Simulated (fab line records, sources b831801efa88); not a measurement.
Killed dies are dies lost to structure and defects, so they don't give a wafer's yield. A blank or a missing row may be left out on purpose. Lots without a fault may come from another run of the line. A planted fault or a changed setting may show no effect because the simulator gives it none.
Which tool did it? | flow sky130 | 15 lots, 45 wafers sampled, at 3 steps of a route of 708

WHAT THE GAUGES READ, wafer by wafer
SKY_CAP2M_RS_MEAS_03: measures by four-point-probe. Usual: CAP2M_TIN_RS 6.93 ohm/sq, standard deviation 0.071.
lot  | measured     | on            | CAP2M_TIN_RS (ohm/sq) | flag
L908 | day 39 20:23 | film_metro-04 | 6.94 6.96 6.94        |
L910 | day 40 16:08 | film_metro-03 | 6.88 6.85 6.92        |
L914 | day 41 22:52 | film_metro-02 | 7.03 6.96 7.06        |
L915 | day 42 04:28 | film_metro-04 | 6.91 6.95 6.97        |
L916 | day 42 07:01 | film_metro-04 | 6.98 6.99 6.97        |
L917 | day 42 08:52 | film_metro-04 | 7.01 6.90 7.00        |
L921 | day 43 16:17 | film_metro-04 | 7.07 6.99 7.08        |
L922 | day 43 17:31 | film_metro-03 | 6.97 7.00 7.01        |
L923 | day 44 02:01 | film_metro-03 | 6.95 6.94 6.94        |
L924 | day 44 04:50 | film_metro-02 | 6.88 6.89 6.91        |
L927 | day 45 05:35 | film_metro-02 | 6.88 6.82 6.83        |
L928 | day 45 05:55 | film_metro-02 | 7.09 7.02 7.08        |
L929 | day 45 14:08 | film_metro-04 | 6.86 6.85 6.85        |
L930 | day 45 16:29 | film_metro-03 | 6.85 6.89 6.86        |
L931 | day 46 01:24 | film_metro-03 | 6.84 6.90 6.86        |

SKY_VIA4_BOW_MEAS_03. Usual: VIA4_BOW 80 um, standard deviation 7.9.
lot  | measured     | on            | VIA4_BOW (um) | flag
L908 | day 41 23:15 | film_metro-04 | 83 87 75      |
L910 | day 42 18:24 | film_metro-01 | 76 76 82      |
L914 | day 43 23:44 | film_metro-01 | 90 66 80      |
L915 | day 44 04:11 | film_metro-01 | 79 83 80      |
L916 | day 44 06:37 | film_metro-02 | 81 86 98      |
L917 | day 44 08:50 | film_metro-04 | 77 81 80      |
L921 | day 45 13:55 | film_metro-02 | 82 67 80      |
L922 | day 45 15:07 | film_metro-04 | 86 71 72      |
L923 | day 46 00:07 | film_metro-02 | 74 60 85      |
L924 | day 46 02:07 | film_metro-02 | 93 79 72      |
L927 | day 47 01:34 | film_metro-02 | 81 68 84      |
L928 | day 47 03:47 | film_metro-04 | 77 93 72      |
L929 | day 47 09:08 | film_metro-01 | 79 79 94      |
L930 | day 47 11:46 | film_metro-02 | 73 80 74      |
L931 | day 47 20:25 | film_metro-02 | 87 87 81      |

WHICH TOOL RAN EACH LOT (tool, then ch and the chambers of the sampled wafers, then the start)
lot  | SKY_METAL4_DESCUM_15
L908 | rie_metal-02 ch 0, day 41 21:47
L910 | rie_metal-02 ch 0,1, day 42 16:32
L914 | rie_metal-04 ch 1, day 43 22:01
L915 | rie_metal-02 ch 0,1, day 44 02:39
L916 | rie_metal-01 ch 0,1, day 44 05:08
L917 | rie_metal-04 ch 1, day 44 07:05
L921 | rie_metal-04 ch 0, day 45 12:24
L922 | rie_metal-01 ch 0,1, day 45 13:36
L923 | rie_metal-04 ch 1, day 45 22:36
L924 | rie_metal-01 ch 0,1, day 46 00:35
L927 | rie_metal-02 ch 0,1, day 47 00:05
L928 | rie_metal-01 ch 0,1, day 47 01:36
L929 | rie_metal-01 ch 0,1, day 47 07:35
L930 | rie_metal-01 ch 0,1, day 47 10:11
L931 | rie_metal-04 ch 0,1, day 47 18:56
- SKY_METAL4_DESCUM_15: chemistry O2, time 8 s.

WHAT THE TOOLS THEMSELVES READ (means of the sampled wafers that have a number; where no wafer has one, the mark that the record gives instead)
SKY_METAL4_DESCUM_15. Usual: chamber_pressure_mTorr 10.001 mTorr, standard deviation 0.0097; drypump_motor_current_A 5.50 A, standard deviation 0.28; oes_product_au 0.999 a.u., standard deviation 0.0094.
lot  | tool         | chamber_pressure_mTorr (mTorr) | drypump_motor_current_A (A) | oes_product_au (a.u.) | flag
L908 | rie_metal-02 | 10.001                         | 5.65                        | 0.996                 |
L910 | rie_metal-02 | 9.997                          | 5.45                        | 1.008                 |
L914 | rie_metal-04 | 9.998                          | 5.96                        | 0.994                 |
L915 | rie_metal-02 | 10.011                         | 5.46                        | 1.005                 |
L916 | rie_metal-01 | 10.001                         | 5.30                        | 0.993                 |
L917 | rie_metal-04 | 10.010                         | 5.99                        | 0.999                 |
L921 | rie_metal-04 | 9.999                          | 5.20                        | 1.001                 |
L922 | rie_metal-01 | 9.997                          | 5.32                        | 0.990                 |
L923 | rie_metal-04 | 9.998                          | 5.99                        | 0.998                 |
L924 | rie_metal-01 | 9.997                          | 5.36                        | 0.996                 |
L927 | rie_metal-02 | 9.990                          | 5.45                        | 1.001                 |
L928 | rie_metal-01 | 10.000                         | 5.36                        | 1.003                 |
L929 | rie_metal-01 | 9.990                          | 5.37                        | 1.004                 |
L930 | rie_metal-01 | 10.006                         | 5.36                        | 0.991                 |
L931 | rie_metal-04 | 9.995                          | 5.47                        | 1.014                 |

THE ANSWER, worked out from the rows above alone
Rule: a lot is off if the mean of its wafers that have a number lies more than 3 standard deviations from the usual mean. A lot without any number at a reading at which 4 lots or more have one is off too. The other lots that the step has rows for count as sound. The gauges are gone through in route order, then the tools' own readings, and for those a lot's mean is taken as printed above. The first step at which some lot is off is used, and at that step the reading that is off furthest; a lot without a number counts as furthest.
No lot is off at any reading shown: from this, nothing can be told.

WHAT THE SIMULATOR HAD PUT IN
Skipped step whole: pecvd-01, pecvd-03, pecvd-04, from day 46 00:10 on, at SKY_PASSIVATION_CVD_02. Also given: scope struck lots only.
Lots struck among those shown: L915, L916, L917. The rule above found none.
